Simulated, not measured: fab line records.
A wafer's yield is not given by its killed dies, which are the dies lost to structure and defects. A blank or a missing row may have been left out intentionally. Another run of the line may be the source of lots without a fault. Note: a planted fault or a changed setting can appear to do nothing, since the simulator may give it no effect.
Matching of chambers || flow gf180mcu || GF_V2_CVD_02 on pecvd-02: 3 sister chambers
The step deposits SiO2 from TEOS, target thk 850 nm, time 94.851 s. 3 wafers are shown with their chamber, then 7 later ones without.

== EACH WAFER AND ITS CHAMBER ==
{"wafer": "L082.6", "chamber": 2, "heaterPowerW (W)": 783}
{"wafer": "L093.1", "chamber": 1, "heaterPowerW (W)": 629}
{"wafer": "L093.2", "chamber": 0, "heaterPowerW (W)": 607}

== WAFERS WITH NO CHAMBER GIVEN ==
{"wafer": "L093.4", "heaterPowerW (W)": 673}
{"wafer": "L096.2", "heaterPowerW (W)": 701}
{"wafer": "L096.3", "heaterPowerW (W)": 626}
{"wafer": "L096.4", "heaterPowerW (W)": 700}
{"wafer": "L097.1", "heaterPowerW (W)": 835}
{"wafer": "L097.3", "heaterPowerW (W)": 694}
{"wafer": "L097.4", "heaterPowerW (W)": 662}

== THE CHAMBER EACH PASSED THROUGH ==
{"wafer": "L093.4", "from the rows above": "can't be placed: 1 or 0 or 2", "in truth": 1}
{"wafer": "L096.2", "from the rows above": "can't be placed: 1 or 2 or 0", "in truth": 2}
{"wafer": "L096.3", "from the rows above": "can't be placed: 1 or 0", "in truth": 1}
{"wafer": "L096.4", "from the rows above": "can't be placed: 1 or 2 or 0", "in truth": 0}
{"wafer": "L097.1", "from the rows above": 2, "in truth": 2}
{"wafer": "L097.3", "from the rows above": "can't be placed: 1 or 0 or 2", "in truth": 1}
{"wafer": "L097.4", "from the rows above": "can't be placed: 1 or 0 or 2", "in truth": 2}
Correct placement for 1 of the 7. Unplaceable from these rows: 6, with the true chamber sitting among the candidates in 6. Number placed wrongly: 0.
How it was worked out, from the rows above alone: a wafer's distance from a chamber is the root of the sum, over the readings, of the square of ((its reading less the chamber's mean) divided by the reading's scatter). The wafer belongs to the nearest chamber; if the next one is less than 2 further off, it can't be placed. The mean given for a chamber averages the wafers shown for that chamber. The scatter (one wafer shown for each chamber): square how far every hidden wafer sits from the nearest shown wafer, average those squares and take the square root.
